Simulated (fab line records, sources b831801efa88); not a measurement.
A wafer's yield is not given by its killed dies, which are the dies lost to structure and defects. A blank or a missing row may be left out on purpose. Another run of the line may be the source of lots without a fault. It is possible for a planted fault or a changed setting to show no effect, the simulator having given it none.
Struck lot and sound lot, side by side | flow gf180mcu | 44 out of 602 route steps
Sound: the wafers L505.1, L505.2, L505.3. Wafers struck: L504.1, L504.2, L504.3. The cause comes at the end.
At each step with rows: each side's tool, then ch and its chambers, then its first start. Under that, the readings that differ: sound wafers | struck wafers | difference of the means | sigmas: that difference in standard deviations of wafers without a fault.
alike: readings whose means differ by less than 2 such deviations, and words and numbers that are the same on both sides. not compared: withheld readings, readings that some wafer has no value for, bounds like >300 that may hide the same value, and numbers for which the record gives no deviation and whose values overlap.
A row with sigmas, a row that says differs or no value, or rows on one side alone: a step with any of these is where the two part. When numbers do not overlap yet have no deviation, they are printed without sigmas and do not part them. A reading that every wafer of one side lacks parts them only if that side has two wafers or more.

first, 6 steps without rows for these wafers: GF_VT_IMPLANT_HMDS_01 (prime time 60 s); GF_VT_IMPLANT_COAT_02 (resist thk 1000 nm); GF_VT_IMPLANT_SOFTBAKE_03 (time 60 s); GF_VT_IMPLANT_EXPOSE_04 (exposes mask LVPWELL LV AREA, target cd 600 nm); GF_VT_IMPLANT_PEB_05; GF_VT_IMPLANT_DEVELOP_06 (develop time 60 s).
GF_VT_IMPLANT_OVL_MEAS_07:
  sound: overlay-02 at day 10 02:39; struck: overlay-01 at day 9 23:21
  alike: VT_IMPLANT_OVL
after that, 1 step had no rows for these wafers: GF_VT_IMPLANT_IMPLANT_08.
GF_VT_IMPLANT_STRIP_09: strips in O2/N2.
  sound on plasmaAsher-03 ch 0,1, day 10 02:50; struck on plasmaAsher-04 ch 0,1, day 9 23:32
reading                  | sound             | struck            | difference | sigmas
stripTimeToEndpointS (s) | 12.73 12.72 12.72 | 12.63 12.60 12.63 | -0.10      | -3
  alike: drypumpMotorCurrentA, heaterPowerW, o2FlowSccm, oesProductAu
  not compared: rfHoursCounterH
GF_VT_IMPLANT_TW_MEAS_10:
  sound: filmMetro-03 at day 10 02:56; struck: filmMetro-01 at day 9 23:38
  alike: VT_IMPLANT_TW
then, 2 steps without rows for these wafers: GF_VT_IMPLANT_DEHYDRATE_11 (time 60 s); GF_VT_IMPLANT_HMDS_12 (prime time 60 s).
GF_VT_IMPLANT_COAT_13: resist thk 1000 nm.
  sound on lithoTrack-02 ch 0, day 10 11:21; struck on lithoTrack-02, day 10 07:57
  no value came back on the struck wafers for chillPlateTempC (C), dispensePressureKPa (kPa); on the sound wafers chillPlateTempC (C) reads 23.25 23.18 23.00
then, 4 steps without rows for these wafers: GF_VT_IMPLANT_SOFTBAKE_14 (time 60 s); GF_VT_IMPLANT_EXPOSE_15 (exposes mask Nwell LV AREA, target cd 860 nm); GF_VT_IMPLANT_PEB_16; GF_VT_IMPLANT_DEVELOP_17 (develop time 60 s).
GF_VT_IMPLANT_OVL_MEAS_18:
  sound: overlay-01 at day 10 20:27; struck: overlay-02 at day 10 16:39
reading                | sound          | struck | difference                    | sigmas
VT_IMPLANT_01_OVL (nm) | -0.8 -0.8 -1.7 | - - -  | no value on the struck wafers | 
after that, 1 step had no rows for these wafers: GF_VT_IMPLANT_IMPLANT_19.
GF_VT_IMPLANT_STRIP_20: strips in O2/N2.
  sound on plasmaAsher-03 ch 0,1, day 10 20:38; struck on plasmaAsher-03 ch 0,1, day 10 16:50
  no value came back on the struck wafers for oesProductAu (a.u.), stripTimeToEndpointS (s); on the sound wafers oesProductAu (a.u.) reads 0.715 0.715 0.713
  alike: drypumpMotorCurrentA, heaterPowerW, o2FlowSccm
  not compared: rfHoursCounterH
GF_VT_IMPLANT_TW_MEAS_21:
  sound: filmMetro-01 at day 10 20:44; struck: filmMetro-04 at day 10 16:56
reading         | sound          | struck         | difference | sigmas
VT_IMPLANT_2_TW | 1217 1222 1221 | 1197 1208 1199 | -19        | -2
then, 7 steps without rows for these wafers: GF_VT_IMPLANT_DEHYDRATE_22 (time 60 s); GF_VT_IMPLANT_HMDS_23 (prime time 60 s); GF_VT_IMPLANT_COAT_24 (resist thk 1000 nm); GF_VT_IMPLANT_SOFTBAKE_25 (time 60 s); GF_VT_IMPLANT_EXPOSE_26 (exposes mask LVPWELL HV AREA, target cd 860 nm); GF_VT_IMPLANT_PEB_27; GF_VT_IMPLANT_DEVELOP_28 (develop time 60 s).
GF_VT_IMPLANT_OVL_MEAS_29:
  sound: overlay-01 at day 11 14:00; struck: overlay-02 at day 11 10:36
  alike: VT_IMPLANT_02_OVL
after that, 1 step had no rows for these wafers: GF_VT_IMPLANT_IMPLANT_30.
GF_VT_IMPLANT_STRIP_31: strips in O2/N2.
  sound on plasmaAsher-01 ch 0,1, day 11 14:11; struck on plasmaAsher-01 ch 0,1, day 11 10:47
reading                  | sound             | struck            | difference | sigmas
stripTimeToEndpointS (s) | 12.56 12.56 12.56 | 12.67 12.68 12.67 | +0.11      | +3
  alike: drypumpMotorCurrentA, heaterPowerW, o2FlowSccm, oesProductAu
  not compared: rfHoursCounterH
GF_VT_IMPLANT_TW_MEAS_32:
  sound: filmMetro-04 at day 11 14:17; struck: filmMetro-03 at day 11 10:53
reading         | sound             | struck               | difference | sigmas
VT_IMPLANT_3_TW | 268.1 267.3 267.5 | 1200.7 1206.0 1208.8 | +937.5     | +99 or more
then, 7 steps without rows for these wafers: GF_VT_IMPLANT_DEHYDRATE_33 (time 60 s); GF_VT_IMPLANT_HMDS_34 (prime time 60 s); GF_VT_IMPLANT_COAT_35 (resist thk 1000 nm); GF_VT_IMPLANT_SOFTBAKE_36 (time 60 s); GF_VT_IMPLANT_EXPOSE_37 (exposes mask Nwell HV AREA, target cd 860 nm); GF_VT_IMPLANT_PEB_38; GF_VT_IMPLANT_DEVELOP_39 (develop time 60 s).
GF_VT_IMPLANT_OVL_MEAS_40:
  sound: overlay-02 at day 12 06:37; struck: overlay-01 at day 12 03:27
  alike: VT_IMPLANT_03_OVL
after that, 1 step had no rows for these wafers: GF_VT_IMPLANT_IMPLANT_41.
GF_VT_IMPLANT_STRIP_42: strips in O2/N2.
  sound on plasmaAsher-04 ch 0,1, day 12 06:48; struck on plasmaAsher-01 ch 0,1, day 12 03:38
  alike: drypumpMotorCurrentA, heaterPowerW, o2FlowSccm, oesProductAu, stripTimeToEndpointS
  not compared: rfHoursCounterH
GF_VT_IMPLANT_TW_MEAS_43:
  sound: filmMetro-01 at day 12 06:54; struck: filmMetro-01 at day 12 03:44
reading         | sound       | struck         | difference | sigmas
VT_IMPLANT_4_TW | 692 691 693 | 1274 1282 1281 | +587       | +99 or more
-- here the record skips 21 days between the struck wafers' starts before and after, leaving off in module VT_IMPLANT and picking up in module PASSIVATION (first step shown: number 602 of the route) --
GF_PASSIVATION_PROBE_99:
  record: rows for the struck wafers here (prober-01, day 33 09:22), none for the sound ones

== WHERE THEY PART ==
At GF_VT_IMPLANT_STRIP_09 first; at GF_PASSIVATION_PROBE_99 last (within this record only).

WHY: what had been put in by the simulator
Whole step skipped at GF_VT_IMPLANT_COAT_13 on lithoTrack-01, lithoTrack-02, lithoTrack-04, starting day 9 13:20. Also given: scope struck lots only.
